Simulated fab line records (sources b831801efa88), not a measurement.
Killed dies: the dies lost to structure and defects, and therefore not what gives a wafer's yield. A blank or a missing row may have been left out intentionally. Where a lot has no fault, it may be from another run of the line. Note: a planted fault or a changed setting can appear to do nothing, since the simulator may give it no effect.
One fault seen from 2 desks ; flow gf180mcu ; what lay behind the numbers comes last; until then each desk has only its own

## FOR THE TOOL OWNER'S DESK: implanter-02
The tool's own readings at GF_DNWELL_IMPLANT_07: means of the sampled wafers that have a number, for each lot that ran on this tool. Any lot whose mean is over 4 standard deviations away from the usual mean is out of limits and marked OUT; that distance is given in the brackets.
Columns: A = doseIonsCm2 at GF_DNWELL_IMPLANT_07, usual 1.0001e+13; B = faradayCurrentUA at GF_DNWELL_IMPLANT_07, usual 56.3; C = tiltDeg at GF_DNWELL_IMPLANT_07, usual 0.000 degrees
lot;first seen here;A;B;C
L409;day 3 06:30;1.0008e+13;56.5;-0.001
L414;day 4 14:36;1.0015e+13;56.6;-0.012
L417;day 5 01:25;1.0009e+13;56.1;5.687 (+99 or more) OUT
L419;day 5 10:48;9.9960e+12;56.5;5.692 (+99 or more) OUT
This desk finds L417, L419 out of limits, L417 being first, at day 5 01:25 (tiltDeg at GF_DNWELL_IMPLANT_07). Within limits: L409, L414.

## FROM THE METROLOGY DESK
Means of the sampled wafers that have a number, per lot and without regard to the tool the lot ran on: this is what the gauges read. Any lot whose mean is over 4 standard deviations away from the usual mean is out of limits and marked OUT; that distance is given in the brackets.
Columns: A = DNWELL_TW at GF_DNWELL_TW_MEAS_09, usual 1343; B = MVPSD_RS at GF_VT_IMPLANT_RS_MEAS_49, usual 1175.0 ohm/sq; C = cdNm at GF_HV_LDD_CD_MEAS_31, usual 398.3 nm
lot;first seen here;A;B;C
L408;day 2 23:38;1339;1175.9;397.7
L409;day 3 06:45;1356;1177.9;399.6
L411;day 3 19:25;1351;1178.6;401.2
L414;day 4 14:50;1352;1174.9;396.7
L415;day 4 14:56;1326;1176.8;398.2
L417;day 5 01:40;1499 (+17) OUT;1172.7;400.8
L419;day 5 11:02;1500 (+17) OUT;1173.4;401.5
L420;day 5 14:29;1324;1176.4;400.1
L424;day 6 12:25;1342;1174.3;403.0
L425;day 6 18:21;1338;1173.4;395.3
L426;day 7 02:02;1344;1174.9;397.1
L428;day 7 09:45;1347;1175.2;398.0
L430;day 7 21:31;1346;1174.9;396.7
Finding of this desk: L417, L419 out of limits, first seen on L417 at day 5 01:40 (DNWELL_TW at GF_DNWELL_TW_MEAS_09). Within limits: L408, L409, L411, L414, L415, L420, L424, L425, L426, L428, L430.

## PUT TOGETHER
The tool owner's desk had the chance to raise an alarm at day 5 01:25 on L417, L419.
An alarm was possible from the metrology desk at day 5 01:40, on L417, L419.
Every lot named ran GF_DNWELL_IMPLANT_07 on implanter-02.

## WHAT WAS PUT IN BY THE SIMULATOR
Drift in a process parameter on implanter-02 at GF_DNWELL_IMPLANT_07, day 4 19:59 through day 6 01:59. From 0, the setting tiltDeg moved by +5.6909. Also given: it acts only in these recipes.
Struck lots among those shown: L417, L419.
Counting hours from when the fault started, the first reading out of limits came at 5 for the tool owner's desk and at 6 for the metrology desk.
